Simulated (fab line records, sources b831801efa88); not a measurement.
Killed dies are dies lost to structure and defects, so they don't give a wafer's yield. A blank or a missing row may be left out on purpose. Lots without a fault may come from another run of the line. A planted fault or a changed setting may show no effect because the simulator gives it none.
fab line records | flow gf180mcu
record lots=5 wafers=15 last_day=34
route steps=602 shown M2@366 V2@382
lots that met no fault: from a run of the same line without faults
start_h: hours from the record's first day to the start of the lot's first wafer shown | wait_h: hours since the lot's step before | " the same as in the row above | L1.1+2: a row that stands for several wafers | - no value, or no start given | * or withheld: withheld | < > ~ a bound
route shown NAME@n: a module of which the file shows steps, and the number in the route of the first | usual: mean/standard deviation of fault-free wafers | same: alike in all rows | chamber/n: place in a boat | sites: the reading at each site | _std_site: their standard deviation | _edge_site: outer sites' mean less inner sites' | radius_mm: how far each site lies from the wafer's centre | mask NAME#n: copy n | behind: the tool/chamber that last shaped the wafer | hold: why the lot was held/for how many hours/how that ended | device: the transistor (n, p or np) that didn't switch | end of line: the same wafers' tests at the end of the route | a step without rows: its recipe alone | killed: dies lost to structure and defects at the first sort, not the wafer's yield | map: a wafer's dies, x killed, . not, _ none there
set.NAME: the setting as run; set.NAME@STEP: as run at that earlier step | model.NAME: the simulator's own value behind a step, which no gauge read
lots at some steps of the route; a table a step, a row a wafer
services: from which hour (start_h, from the record's first day; less than 0 if before it) a tool's chamber was out of use, for how many hours, and why
## steps
# step GF_M2_SPUTTER_04
# recipe material=TiN target_thk_nm=50 power_w=6500 time_s=41.7 chamber_pressure_pa=0.4
# usual chamber_pressure_pa=0.4000/0.00082 throttle_valve_pct=29.8/0.68
# columns lot.wafer tool chamber start_h wait_h chamber_pressure_pa throttle_valve_pct
L086.1 pvd_sputter-02 - 525.25 0.0 0.4009 30.6
L086.2 " - " " 0.4004 29.2
L086.5 " - " " 0.4006 31.0
L092.1 pvd_sputter-02 - 572.62 0.0 0.4001 30.2
L092.4 " - " " 0.3987 29.2
L092.5 " - " " 0.4004 30.7
L094.1 pvd_sputter-02 - 587.74 0.0 0.3989 29.3
L094.5 " - " " 0.3992 29.1
L094.6 " - " " 0.3999 30.8
L095.4 pvd_sputter-03 - 587.93 0.0 0.4007 29.3
L095.5 " - " " 0.3991 29.7
L095.6 " - " " 0.4004 30.7
L097.1 pvd_sputter-02 - 604.61 0.0 0.4001 28.7
L097.3 " - " " 0.4008 30.4
L097.6 " - " " 0.4012 30.9
# step GF_M2_RS_MEAS_05
# recipe thk_meas_gauge=four-point-probe reads=TiN_of_M2_SPUTTER_04+Ti_of_M2_SPUTTER_03+AlCu_of_M2_SPUTTER_02+TiN_of_M2_SPUTTER_01+Ti_of_M2_SPUTTER_00
# usual M2_ALCU_RS=0.0698/0.00069
# columns lot.wafer tool chamber start_h wait_h M2_ALCU_RS[ohm/sq]
L086.1 film_metro-03 - 525.29 0.0 0.0707
L086.2 " - " " 0.0708
L086.5 " - " " 0.0703
L092.1 film_metro-04 - 572.66 0.0 0.0703
L092.4 " - " " 0.0702
L092.5 " - " " 0.0700
L094.1 film_metro-03 - 587.88 0.1 0.0696
L094.5 " - " " 0.0700
L094.6 " - " " 0.0700
L095.4 film_metro-04 - 588.01 0.1 0.0703
L095.5 " - " " 0.0698
L095.6 " - " " 0.0694
L097.1 film_metro-02 - 604.65 0.0 0.0688
L097.3 " - " " 0.0691
L097.6 " - " " 0.0692
# step GF_M2_THK_MEAS_06
# recipe thk_meas_gauge=xrf reads=AlCu_of_M2_SPUTTER_02
# usual M2_ALCU_THK=457/4.9
# columns lot.wafer tool chamber start_h wait_h M2_ALCU_THK[nm]
L086.1 film_metro-03 - 525.41 0.1 452
L086.2 " - " " 452
L086.5 " - " " 458
L092.1 film_metro-04 - 572.78 0.1 451
L092.4 " - " " 452
L092.5 " - " " 451
L094.1 film_metro-03 - 588.00 0.1 462
L094.5 " - " " 461
L094.6 " - " " 462
L095.4 film_metro-04 - 588.10 0.1 455
L095.5 " - " " 454
L095.6 " - " " 457
L097.1 film_metro-02 - 604.77 0.1 460
L097.3 " - " " 454
L097.6 " - " " 455
# step GF_M2_DEHYDRATE_07
# recipe temp_c=200 time_s=60
# usual chill_plate_temp_C=22.98/0.1 resist_line_temp_C=22.99/0.11
# columns lot.wafer tool chamber start_h wait_h chill_plate_temp_C resist_line_temp_C
L086.1 litho_track-03 0 536.52 11.1 23.01 23.09
L086.2 " 0 " " 22.95 22.98
L086.5 " 0 " " 23.11 22.97
L092.1 litho_track-02 0 582.87 10.1 22.75 23.05
L092.4 " 0 " " 23.01 22.87
L092.5 " 0 " " 22.88 22.86
L094.1 litho_track-03 0 597.17 9.2 22.89 22.94
L094.5 " 0 " " 22.89 23.08
L094.6 " 0 " " 23.08 23.06
L095.4 litho_track-01 0 597.73 9.6 22.94 22.96
L095.5 " 0 " " 22.99 23.03
L095.6 " 0 " " 22.85 22.91
L097.1 litho_track-03 0 614.62 9.8 23.03 23.15
L097.3 " 0 " " 23.05 23.07
L097.6 " 0 " " 22.98 23.00
# step GF_M2_HMDS_08
# recipe prime_time_s=60 prime_temp_c=120
# usual chill_plate_temp_C=23.00/0.11 resist_line_temp_C=22.99/0.11
# columns lot.wafer tool chamber start_h wait_h chill_plate_temp_C resist_line_temp_C
L086.1 litho_track-03 0 536.67 0.1 22.90 23.02
L086.2 " 0 " " 22.92 22.89
L086.5 " 0 " " 23.04 22.89
L092.1 litho_track-02 0 583.02 0.1 23.19 22.95
L092.4 " 0 " " 23.05 23.01
L092.5 " 0 " " 23.26 22.89
L094.1 litho_track-03 0 597.32 0.1 22.90 23.19
L094.5 " 0 " " 22.94 23.23
L094.6 " 0 " " 23.01 23.18
L095.4 litho_track-01 0 597.88 0.1 23.06 23.07
L095.5 " 0 " " 22.91 23.04
L095.6 " 0 " " 23.13 23.09
L097.1 litho_track-03 0 614.77 0.1 22.99 22.88
L097.3 " 0 " " 22.96 22.90
L097.6 " 0 " " 22.88 22.86
# step GF_M2_COAT_09
# recipe resist=KrF spin_rpm=withheld resist_thk_nm=1000
# usual chill_plate_temp_C=22.99/0.097 resist_line_temp_C=22.96/0.1
# columns lot.wafer tool chamber start_h wait_h chill_plate_temp_C resist_line_temp_C
L086.1 litho_track-03 0 536.82 0.1 23.06 22.88
L086.2 " 0 " " 22.99 23.02
L086.5 " 0 " " 22.96 22.98
L092.1 litho_track-02 0 583.17 0.1 23.13 22.97
L092.4 " 0 " " 22.98 22.84
L092.5 " 0 " " 22.94 23.08
L094.1 litho_track-03 0 597.47 0.1 23.17 22.98
L094.5 " 0 " " 23.06 22.95
L094.6 " 0 " " 23.01 22.91
L095.4 litho_track-01 0 598.03 0.1 22.96 23.06
L095.5 " 0 " " 22.81 23.10
L095.6 " 0 " " 22.74 22.94
L097.1 litho_track-03 0 614.92 0.1 23.04 22.99
L097.3 " 0 " " 22.94 22.86
L097.6 " 0 " " 22.92 22.92
# step GF_M2_SOFTBAKE_10
# recipe temp_c=130 time_s=60 resist=KrF
# usual chill_plate_temp_C=23.03/0.11 resist_line_temp_C=22.99/0.11
# columns lot.wafer tool chamber start_h wait_h chill_plate_temp_C resist_line_temp_C
L086.1 litho_track-03 0 536.97 0.1 23.28 22.90
L086.2 " 0 " " 23.22 22.86
L086.5 " 0 " " 23.07 22.64
L092.1 litho_track-02 0 583.32 0.1 23.03 22.83
L092.4 " 0 " " 22.97 23.02
L092.5 " 0 " " 23.05 22.92
L094.1 litho_track-03 0 597.62 0.1 22.88 23.08
L094.5 " 0 " " 22.99 23.11
L094.6 " 0 " " 22.91 23.13
L095.4 litho_track-01 0 598.18 0.1 22.93 22.95
L095.5 " 0 " " 22.97 23.07
L095.6 " 0 " " 22.86 23.15
L097.1 litho_track-03 0 615.07 0.1 23.09 23.07
L097.3 " 0 " " 22.96 23.15
L097.6 " 0 " " 22.96 23.03
# step GF_M2_EXPOSE_11
# recipe mask_id=Metal2 target_cd_nm=280 na=0.68 source_shape=conventional sigma_outer=0.6 dose_mj=28
# columns lot.wafer tool chamber start_h wait_h mask
L086.1+2+5 krf_scanner-02 0 - - Metal2#0
L092.1+4+5 krf_scanner-02 0 - - Metal2#0
L094.1+5+6 krf_scanner-01 0 - - Metal2#0
L095.4+5+6 krf_scanner-02 0 - - Metal2#0
L097.1+3+6 krf_scanner-02 0 - - Metal2#0
# step GF_M2_PEB_12
# recipe peb_temp_c=135 peb_time_s=90 resist=KrF
# usual chill_plate_temp_C=22.99/0.099 resist_line_temp_C=22.97/0.1
# columns lot.wafer tool chamber start_h wait_h chill_plate_temp_C resist_line_temp_C
L086.1 litho_track-02 0 - - 23.04 22.92
L086.2 " 0 " " 23.00 22.99
L086.5 " 0 " " 22.89 22.88
L092.1 litho_track-01 0 - - 23.07 22.98
L092.4 " 0 " " 23.15 23.15
L092.5 " 0 " " 22.96 23.05
L094.1 litho_track-01 0 - - 22.95 22.99
L094.5 " 0 " " 22.95 22.98
L094.6 " 0 " " 23.02 22.91
L095.4 litho_track-01 0 - - 22.99 22.82
L095.5 " 0 " " 22.97 22.85
L095.6 " 0 " " 23.10 22.76
L097.1 litho_track-01 0 - - 22.91 22.86
L097.3 " 0 " " 22.78 22.96
L097.6 " 0 " " 22.93 23.04
# step GF_M2_DEVELOP_13
# recipe develop_time_s=60 dev_temp_c=21
# usual chill_plate_temp_C=23.00/0.1 resist_line_temp_C=22.99/0.11
# columns lot.wafer tool chamber start_h wait_h chill_plate_temp_C resist_line_temp_C
L086.1 litho_track-02 0 547.97 0.2 23.01 22.88
L086.2 " 0 " " 22.90 22.93
L086.5 " 0 " " 22.97 23.02
L092.1 litho_track-01 0 593.76 0.2 23.10 22.80
L092.4 " 0 " " 22.93 22.78
L092.5 " 0 " " 23.04 22.91
L094.1 litho_track-01 0 608.21 0.2 23.10 23.02
L094.5 " 0 " " 23.16 23.07
L094.6 " 0 " " 23.04 23.04
L095.4 litho_track-01 0 608.63 0.1 22.93 22.91
L095.5 " 0 " " 23.06 22.86
L095.6 " 0 " " 22.89 22.97
L097.1 litho_track-01 0 625.51 0.2 22.90 22.69
L097.3 " 0 " " 23.02 22.87
L097.6 " 0 " " 22.98 22.97
# step GF_M2_CD_MEAS_14
# recipe target_cd_nm=280
# usual cd_nm=279.8/1.4
# columns lot.wafer tool chamber start_h wait_h cd_nm
L086.1 cd_sem-01 - 548.12 0.1 279.6
L086.2 " - " " 279.2
L086.5 " - " " 279.4
L092.1 cd_sem-01 - 593.91 0.1 281.7
L092.4 " - " " 280.9
L092.5 " - " " 280.3
L094.1 cd_sem-01 - 608.36 0.1 278.5
L094.5 " - " " 278.3
L094.6 " - " " 278.1
L095.4 cd_sem-02 - 608.77 0.1 278.0
L095.5 " - " " 279.9
L095.6 " - " " 279.2
L097.1 cd_sem-01 - 625.66 0.1 280.5
L097.3 " - " " 280.3
L097.6 " - " " 278.3
# step GF_M2_OVL_MEAS_15
# usual M2_OVL=2/5.2
# columns lot.wafer tool chamber start_h wait_h M2_OVL[nm]
L086.1 overlay-01 - 548.24 0.1 1
L086.2 " - " " 3
L086.5 " - " " 7
L092.1 overlay-02 - 594.03 0.1 1
L092.4 " - " " 0
L092.5 " - " " -6
L094.1 overlay-02 - 608.48 0.1 5
L094.5 " - " " 2
L094.6 " - " " 5
L095.4 overlay-01 - 608.84 0.1 -1
L095.5 " - " " -6
L095.6 " - " " -3
L097.1 overlay-02 - 625.78 0.1 -1
L097.3 " - " " -6
L097.6 " - " " 7
# step GF_M2_METAL_ETCH_16
# recipe chemistry=Cl2/BCl3 mask_material=KrF target_depth_nm=750.8 stop_on=SiO2 pressure_mtorr=8 icp_w=800 bias_w=140 Cl2_flow_sccm=80 bcl3_flow_sccm=40 time_s=125.1
# usual bias_w=140.0/0.38 drypump_motor_current_A=5.8/0.41 oes_product_au=0.992/0.0056 throttle_valve_pct=28.229/0.0096
# columns lot.wafer tool chamber start_h wait_h bias_w drypump_motor_current_A oes_product_au rf_hours_counter_h throttle_valve_pct
L086.1 rie_metal-02 0 548.27 0.0 140.0 5.4 0.986 4 28.225
L086.2 " 1 " " 140.7 6.0 0.990 0 28.216
L086.5 " 0 " " 140.2 5.4 0.988 - 28.233
L092.1 rie_metal-01 0 594.06 0.0 140.0 5.5 0.994 12 28.220
L092.4 " 1 " " 140.3 6.0 0.994 - 28.233
L092.5 " 0 " " 140.2 5.5 0.992 - 28.228
L094.1 rie_metal-03 0 608.51 0.0 139.9 4.9 0.994 11 28.228
L094.5 " 0 " " 140.3 4.9 0.990 - 28.241
L094.6 " 1 " " 139.8 6.8 0.987 - 28.234
L095.4 rie_metal-01 1 608.91 0.1 139.2 6.0 1.001 - 28.230
L095.5 " 0 " " 139.9 5.5 0.991 - 28.221
L095.6 " 1 " " 139.2 6.0 0.994 - 28.231
L097.1 rie_metal-01 1 625.81 0.0 139.6 6.0 0.992 12 28.223
L097.3 " 1 " " 139.9 6.0 0.998 - 28.229
L097.6 " 1 " " 140.1 6.0 0.990 - 28.214
# step GF_M2_STRIP_17
# recipe chemistry=O2/N2 power_w=1400 pressure_mtorr=1500 platen_temp_c=250 o2_flow_sccm=3000 n2_flow_sccm=300 overash_fraction=0.5
# usual drypump_motor_current_A=5.66/0.29 heater_power_w=324/25 oes_product_au=0.537/0.0041 strip_time_to_endpoint_s=7.374/0.03
# columns lot.wafer tool chamber start_h wait_h drypump_motor_current_A heater_power_w oes_product_au rf_hours_counter_h strip_time_to_endpoint_s
L086.1 plasma_asher-01 0 548.40 0.1 6.03 326 0.547 89 7.398
L086.2 " 1 " " 5.60 299 0.536 89 7.347
L086.5 " 0 " " 6.02 326 0.539 - 7.402
L092.1 plasma_asher-01 0 594.19 0.1 6.00 335 0.539 94 7.396
L092.4 " 0 " " 6.02 324 0.539 - 7.424
L092.5 " 0 " " 6.00 321 0.536 - 7.406
L094.1 plasma_asher-03 1 608.64 0.1 5.97 377 0.534 19 7.435
L094.5 " 0 " " 5.57 312 0.534 - 7.419
L094.6 " 1 " " 5.98 376 0.542 - 7.406
L095.4 plasma_asher-04 0 609.03 0.1 5.31 310 0.529 - 7.312
L095.5 " 0 " " 5.35 308 0.535 - 7.363
L095.6 " 1 " " 5.24 325 0.532 - 7.334
L097.1 plasma_asher-04 1 626.07 0.2 5.24 328 0.535 85 7.387
L097.3 " 1 " " 5.24 322 0.538 - 7.369
L097.6 " 0 " " 5.32 305 0.540 - 7.366
# step GF_M2_STRIP_18
# recipe chemistry=post_etch_residue_remover time_s=1200 temp_c=72.5
# columns lot.wafer tool chamber start_h wait_h
L086.1+2+5 wet_bench-01 0 548.50 0.1
L092.1+4+5 wet_bench-02 2 594.29 0.1
L094.1+5+6 wet_bench-01 1 608.74 0.1
L095.4+5+6 wet_bench-02 1 609.09 0.0
L097.1+3+6 wet_bench-02 0 626.17 0.1
# step GF_M2_CLEAN_19
# recipe chemistry=DIW dry=n2_spin
# columns lot.wafer tool chamber start_h wait_h
L086.1+2+5 wet_bench-02 1 548.88 0.0
L092.1+4+5 wet_bench-03 0 594.63 0.0
L094.1+5+6 wet_bench-03 3 609.08 0.0
L095.4+5+6 wet_bench-03 1 609.43 0.0
L097.1+3+6 wet_bench-03 3 626.51 0.0
# step GF_V2_CVD_00
# recipe material=SiO2 target_thk_nm=600 sigma_open_frac=0.3 temp_c=400 time_s=100 sih4_flow_sccm=60 pressure_mtorr=6
# columns lot.wafer tool chamber start_h wait_h
L086.1+2+5 hdpcvd-02 2,0,2 548.97 0.0
L092.1+4+5 hdpcvd-01 0,2,0 594.73 0.0
L094.1+5+6 hdpcvd-01 2,0,2 609.18 0.0
L095.4+5+6 hdpcvd-02 2,0,1 609.56 0.0
L097.1+3+6 hdpcvd-01 2,0,2 626.61 0.0
# step GF_V2_THK_MEAS_01
# recipe reads=SiO2_of_V2_CVD_00
# usual V2_CVD_00_THK=603/6.4
# columns lot.wafer tool chamber start_h wait_h V2_CVD_00_THK[nm]
L086.1 film_metro-04 - 549.04 0.0 608
L086.2 " - " " 604
L086.5 " - " " 602
L092.1 film_metro-04 - 594.80 0.0 601
L092.4 " - " " 598
L092.5 " - " " 600
L094.1 film_metro-01 - 609.25 0.0 613
L094.5 " - " " 600
L094.6 " - " " 609
L095.4 film_metro-01 - 609.63 0.0 601
L095.5 " - " " 600
L095.6 " - " " 602
L097.1 film_metro-01 - 626.68 0.0 590
L097.3 " - " " 588
L097.6 " - " " 590
# step GF_V2_CVD_02
# recipe material=SiO2 target_thk_nm=850 precursor=TEOS temp_c=400 time_s=94.851 rf_w=600
# usual heater_power_w=697/75
# columns lot.wafer tool chamber start_h wait_h heater_power_w since_wet_clean_h
L086.1 pecvd-04 0 549.10 0.1 658 374
L086.2 " 2 " " 647 374
L086.5 " 0 " " 522 -
L092.1 pecvd-01 0 594.86 0.1 796 628
L092.4 " 2 " " 687 -
L092.5 " 0 " " 844 -
L094.1 pecvd-01 2 609.31 0.1 651 643
L094.5 " 1 " " 771 -
L094.6 " 2 " " 672 -
L095.4 pecvd-04 0 609.69 0.1 522 -
L095.5 " 1 " " 665 -
L095.6 " 2 " " 722 -
L097.1 pecvd-01 0 626.74 0.1 707 660
L097.3 " 1 " " 757 660
L097.6 " 0 " " 765 -
# step GF_V2_THK_MEAS_03
# recipe reads=SiO2_of_V2_CVD_02
# usual V2_CVD_02_THK=851/11
# columns lot.wafer tool chamber start_h wait_h V2_CVD_02_THK[nm]
L086.1 film_metro-03 - 549.17 0.0 844
L086.2 " - " " 849
L086.5 " - " " 873
L092.1 film_metro-03 - 594.93 0.0 860
L092.4 " - " " 876
L092.5 " - " " 865
L094.1 film_metro-04 - 609.38 0.0 849
L094.5 " - " " 862
L094.6 " - " " 863
L095.4 film_metro-03 - 609.76 0.0 876
L095.5 " - " " 867
L095.6 " - " " 868
L097.1 film_metro-03 - 626.81 0.0 852
L097.3 " - " " 840
L097.6 " - " " 858
# step GF_V2_CMP_04
# recipe material=SiO2 down_force_psi=4 platen_rpm=60 pad_velocity_m_s=0.94248
# usual motor_current_A=12.1/0.67 slurry_filter_dp_kPa=13.50/0.13 time_to_endpoint_s=76/4.8
# columns lot.wafer tool chamber start_h wait_h motor_current_A slurry_filter_dp_kPa time_to_endpoint_s
L086.1 cmp-02 1 549.33 0.1 12.7 13.39 77
L086.2 " 2 " " 10.8 13.21 78
L086.5 " 0 " " 12.1 13.41 84
L092.1 cmp-01 2 595.04 0.1 13.0 13.51 80
L092.4 " 0 " " 13.2 13.41 89
L092.5 " 2 " " 12.4 13.42 80
L094.1 cmp-02 3 609.54 0.1 11.7 13.55 79
L094.6 " 1 " " 12.0 13.34 85
L094.5 " 2 " " 11.0 13.54 85
L095.4 cmp-01 3 609.94 0.2 11.7 13.44 82
L095.6 " 0 " " 12.6 13.47 84
L095.5 " 1 " " 11.2 13.67 78
L097.1 cmp-01 0 626.87 0.1 13.3 13.36 80
L097.3 " 1 " " 11.4 13.31 73
L097.6 " 1 " " 11.9 13.70 83
# step GF_V2_BOW_MEAS_05
# recipe mode=bow
# usual V2_BOW=100/8
# columns lot.wafer tool chamber start_h wait_h V2_BOW[um]
L086.1 film_metro-01 - 549.53 0.1 100
L086.2 " - " " 95
L086.5 " - " " 94
L092.1 film_metro-04 - 595.29 0.2 89
L092.4 " - " " 101
L092.5 " - " " 114
L094.1 film_metro-01 - 609.74 0.1 95
L094.5 " - " " 85
L094.6 " - " " 97
L095.4 film_metro-03 - 610.15 0.2 97
L095.5 " - " " 95
L095.6 " - " " 94
L097.1 film_metro-04 - 627.17 0.2 114
L097.3 " - " " 94
L097.6 " - " " 108
# step GF_V2_DEHYDRATE_06
# recipe temp_c=200 time_s=60
# usual chill_plate_temp_C=23.02/0.11 resist_line_temp_C=23.00/0.11
# columns lot.wafer tool chamber start_h wait_h chill_plate_temp_C resist_line_temp_C
L086.1 litho_track-03 0 560.47 10.9 23.15 22.97
L086.2 " 0 " " 23.12 23.08
L086.5 " 0 " " 23.12 23.21
L092.1 litho_track-04 0 605.55 10.2 23.12 23.04
L092.4 " 0 " " 22.95 22.98
L092.5 " 0 " " 23.20 22.96
L094.1 litho_track-03 0 619.52 9.8 23.10 22.93
L094.5 " 0 " " 23.04 22.95
L094.6 " 0 " " 23.23 22.90
L095.4 litho_track-01 0 620.13 10.0 22.85 23.11
L095.5 " 0 " " 22.92 22.94
L095.6 " 0 " " 23.05 22.93
L097.1 litho_track-04 0 636.70 9.5 23.10 22.92
L097.3 " 0 " " 22.96 22.80
L097.6 " 0 " " 23.09 23.02
# step GF_V2_HMDS_07
# recipe prime_time_s=60 prime_temp_c=120
# usual chill_plate_temp_C=23.01/0.11 resist_line_temp_C=23.02/0.12
# columns lot.wafer tool chamber start_h wait_h chill_plate_temp_C resist_line_temp_C
L086.1 litho_track-03 0 560.62 0.1 22.97 23.00
L086.2 " 0 " " 22.98 23.10
L086.5 " 0 " " 23.14 22.96
L092.1 litho_track-04 0 605.70 0.1 22.99 23.15
L092.4 " 0 " " 22.82 23.08
L092.5 " 0 " " 22.78 22.89
L094.1 litho_track-03 0 619.67 0.1 22.94 23.13
L094.5 " 0 " " 23.05 23.19
L094.6 " 0 " " 23.14 22.94
L095.4 litho_track-01 0 620.28 0.1 22.99 22.85
L095.5 " 0 " " 23.02 22.84
L095.6 " 0 " " 23.08 22.93
L097.1 litho_track-04 0 636.85 0.1 23.04 23.01
L097.3 " 0 " " 23.04 22.81
L097.6 " 0 " " 22.97 22.97
# step GF_V2_COAT_08
# recipe resist=BARC temp_c=withheld time_s=withheld spin_rpm=withheld resist_thk_nm=withheld
# usual chill_plate_temp_C=* resist_line_temp_C=*
# columns lot.wafer tool chamber start_h wait_h chill_plate_temp_C resist_line_temp_C
L086.1 litho_track-03 0 560.77 0.1 * *
L086.2 " 0 " " * *
L086.5 " 0 " " * *
L092.1 litho_track-04 0 605.85 0.1 * *
L092.4 " 0 " " * *
L092.5 " 0 " " * *
L094.1 litho_track-03 0 619.82 0.1 * *
L094.5 " 0 " " * *
L094.6 " 0 " " * *
L095.4 litho_track-01 0 620.43 0.1 * *
L095.5 " 0 " " * *
L095.6 " 0 " " * *
L097.1 litho_track-04 0 637.00 0.1 * *
L097.3 " 0 " " * *
L097.6 " 0 " " * *
# step GF_V2_COAT_09
# recipe resist=KrF spin_rpm=withheld resist_thk_nm=1000
# usual chill_plate_temp_C=23.01/0.1 resist_line_temp_C=23.01/0.1
# columns lot.wafer tool chamber start_h wait_h chill_plate_temp_C resist_line_temp_C
L086.1 litho_track-03 0 - - 22.84 22.88
L086.2 " 0 " " 22.95 22.74
L086.5 " 0 " " 22.88 23.14
L092.1 litho_track-04 0 - - 23.01 23.07
L092.4 " 0 " " 22.77 22.90
L092.5 " 0 " " 22.85 23.01
L094.1 litho_track-03 0 - - 22.98 22.95
L094.5 " 0 " " 22.88 22.96
L094.6 " 0 " " 23.00 22.94
L095.4 litho_track-01 0 - - 23.12 23.12
L095.5 " 0 " " 22.98 23.14
L095.6 " 0 " " 23.16 23.11
L097.1 litho_track-04 0 - - 22.90 22.80
L097.3 " 0 " " 22.98 22.95
L097.6 " 0 " " 22.93 23.03
# step GF_V2_SOFTBAKE_10
# recipe temp_c=130 time_s=60 resist=KrF
# usual chill_plate_temp_C=23.00/0.1 resist_line_temp_C=22.97/0.12
# columns lot.wafer tool chamber start_h wait_h chill_plate_temp_C resist_line_temp_C
L086.1 litho_track-03 0 - - 23.05 23.00
L086.2 " 0 " " 23.09 23.00
L086.5 " 0 " " 23.08 23.16
L092.1 litho_track-04 0 - - 22.93 22.91
L092.4 " 0 " " 23.00 22.91
L092.5 " 0 " " 23.13 22.76
L094.1 litho_track-03 0 - - 23.10 23.02
L094.5 " 0 " " 23.04 22.93
L094.6 " 0 " " 23.00 22.75
L095.4 litho_track-01 0 - - 23.23 23.04
L095.5 " 0 " " 23.10 22.87
L095.6 " 0 " " 23.12 22.93
L097.1 litho_track-04 0 - - 23.11 22.99
L097.3 " 0 " " 22.98 23.08
L097.6 " 0 " " 22.91 23.00
# step GF_V2_EXPOSE_11
# recipe mask_id=Via2 target_cd_nm=260 na=0.68 source_shape=conventional sigma_outer=0.6 dose_mj=38
# columns lot.wafer tool chamber start_h wait_h mask
L086.1+2+5 krf_scanner-01 0 - - Via2#0
L092.1+4+5 krf_scanner-02 0 - - Via2#0
L094.1+5+6 krf_scanner-01 0 - - Via2#0
L095.4+5+6 krf_scanner-02 0 - - Via2#0
L097.1+3+6 krf_scanner-01 0 - - Via2#0
# step GF_V2_PEB_12
# recipe peb_temp_c=135 peb_time_s=90 resist=KrF
# usual chill_plate_temp_C=22.98/0.11 resist_line_temp_C=23.03/0.11
# columns lot.wafer tool chamber start_h wait_h chill_plate_temp_C resist_line_temp_C
L086.1 litho_track-04 0 - - 23.09 22.94
L086.2 " 0 " " 23.00 23.12
L086.5 " 0 " " 22.99 23.08
L092.1 litho_track-04 0 - - 22.85 23.11
L092.4 " 0 " " 22.90 23.11
L092.5 " 0 " " 22.93 23.13
L094.1 litho_track-04 0 - - 22.83 23.01
L094.5 " 0 " " 22.91 23.14
L094.6 " 0 " " 23.02 23.03
L095.4 litho_track-01 0 - - 22.93 22.96
L095.5 " 0 " " 22.73 23.12
L095.6 " 0 " " 22.96 23.22
L097.1 litho_track-04 0 - - 22.96 22.98
L097.3 " 0 " " 22.94 23.01
L097.6 " 0 " " 22.94 23.00
# step GF_V2_DEVELOP_13
# recipe develop_time_s=60 resist=KrF dev_temp_c=21
# usual chill_plate_temp_C=23.01/0.11 resist_line_temp_C=22.98/0.1
# columns lot.wafer tool chamber start_h wait_h chill_plate_temp_C resist_line_temp_C
L086.1 litho_track-04 0 571.75 0.2 22.82 22.89
L086.2 " 0 " " 22.71 22.95
L086.5 " 0 " " 22.81 22.89
L092.1 litho_track-04 0 616.30 0.2 23.08 22.88
L092.4 " 0 " " 23.02 22.83
L092.5 " 0 " " 22.92 22.78
L094.1 litho_track-04 0 630.25 0.2 22.97 22.84
L094.5 " 0 " " 22.88 22.93
L094.6 " 0 " " 23.03 23.04
L095.4 litho_track-01 0 630.93 0.1 22.86 23.07
L095.5 " 0 " " 22.96 22.84
L095.6 " 0 " " 23.00 22.87
L097.1 litho_track-04 0 647.20 0.2 23.09 23.00
L097.3 " 0 " " 23.06 23.13
L097.6 " 0 " " 22.90 23.03
# step GF_V2_CD_MEAS_14
# recipe target_cd_nm=260
# usual cd_nm=260.1/1.3
# columns lot.wafer tool chamber start_h wait_h cd_nm
L086.1 cd_sem-01 - 571.90 0.1 258.4
L086.2 " - " " 259.2
L086.5 " - " " 259.1
L092.1 cd_sem-01 - 616.45 0.1 259.3
L092.4 " - " " 258.3
L092.5 " - " " 258.8
L094.1 cd_sem-02 - 630.40 0.1 263.2
L094.5 " - " " 261.8
L094.6 " - " " 261.2
L095.4 cd_sem-02 - 631.07 0.1 260.3
L095.5 " - " " 260.8
L095.6 " - " " 260.9
L097.1 cd_sem-02 - 647.35 0.1 261.6
L097.3 " - " " 260.7
L097.6 " - " " 261.1
# step GF_V2_OVL_MEAS_15
# usual V2_OVL=0/5.1
# columns lot.wafer tool chamber start_h wait_h V2_OVL[nm]
L086.1 overlay-01 - 572.02 0.1 3
L086.2 " - " " 5
L086.5 " - " " 0
L092.1 overlay-01 - 616.57 0.1 -2
L092.4 " - " " -1
L092.5 " - " " -3
L094.1 overlay-02 - 630.52 0.1 -1
L094.5 " - " " -1
L094.6 " - " " 0
L095.4 overlay-02 - 631.14 0.1 -4
L095.5 " - " " -6
L095.6 " - " " 1
L097.1 overlay-02 - 647.47 0.1 -8
L097.3 " - " " -1
L097.6 " - " " 1
# step GF_V2_ETCH_16
# recipe chemistry=N2/H2 target_depth_a=withheld overetch_a=withheld time_s=withheld target=BARC ion_energy_ev=200 source_w=500 bias_w=100 pressure_mtorr=30 n2_flow_sccm=100 h2_flow_sccm=200
# usual bias_w=100.0/0.31 drypump_motor_current_A=5.7/0.36 oes_product_au=0.854/0.0047 throttle_valve_pct=13.224/0.0099
# columns lot.wafer tool chamber start_h wait_h bias_w drypump_motor_current_A oes_product_au throttle_valve_pct
L086.1 rie_diel-01 2 572.06 0.0 100.4 6.0 0.856 13.200
L086.2 " 0 " " 99.2 5.6 0.855 13.222
L086.5 " 0 " " 99.3 5.6 0.849 13.212
L092.1 rie_diel-01 1 616.61 0.0 100.2 5.0 0.859 13.247
L092.4 " 2 " " 99.9 6.0 0.848 13.220
L092.5 " 3 " " 100.3 5.7 0.851 13.230
L094.1 rie_diel-02 3 630.56 0.0 99.6 5.7 0.865 13.226
L094.5 " 0 " " 99.9 6.0 0.860 13.217
L094.6 " 3 " " 99.6 5.7 0.846 13.235
L095.4 rie_diel-03 3 631.16 0.0 100.2 6.2 0.860 13.236
L095.5 " 0 " " 100.0 5.8 0.855 13.224
L095.6 " 1 " " 99.5 5.0 0.853 13.234
L097.1 rie_diel-02 2 647.51 0.0 100.0 5.5 0.855 13.245
L097.3 " 1 " " 99.9 6.0 0.861 13.218
L097.6 " 2 " " 99.7 5.4 0.855 13.205
## services
# columns tool chamber start_h hours kind
rie_diel-01 2 504.89 3.4 repair
cmp-01 - 506.81 0.4 repair
krf_scanner-02 - 508.18 4.0 pm
cmp-01 - 509.38 1.1 repair
rie_diel-02 0 510.35 1.2 repair
krf_scanner-01 - 517.67 1.2 repair
krf_scanner-01 - 522.87 1.0 pm
krf_scanner-02 - 527.42 0.4 repair
rie_diel-02 2 528.95 28.4 repair
cmp-02 - 529.00 1.0 repair
hdpcvd-01 - 539.25 15.0 pm
plasma_asher-01 - 543.85 2.8 pm
hdpcvd-01 1 553.34 3.9 repair
krf_scanner-02 - 555.47 1.0 pm
hdpcvd-01 - 555.55 24.2 repair
pecvd-04 - 555.78 0.7 repair
pecvd-04 - 557.59 0.8 repair
rie_diel-02 2 557.65 5.4 repair
krf_scanner-02 - 577.70 0.8 pm
krf_scanner-01 - 615.02 1.3 pm
pecvd-01 - 619.03 1.1 repair
cmp-01 - 627.89 1.1 repair
pecvd-01 - 630.16 0.8 repair
pecvd-01 1 630.65 2.0 repair
## key
fault none
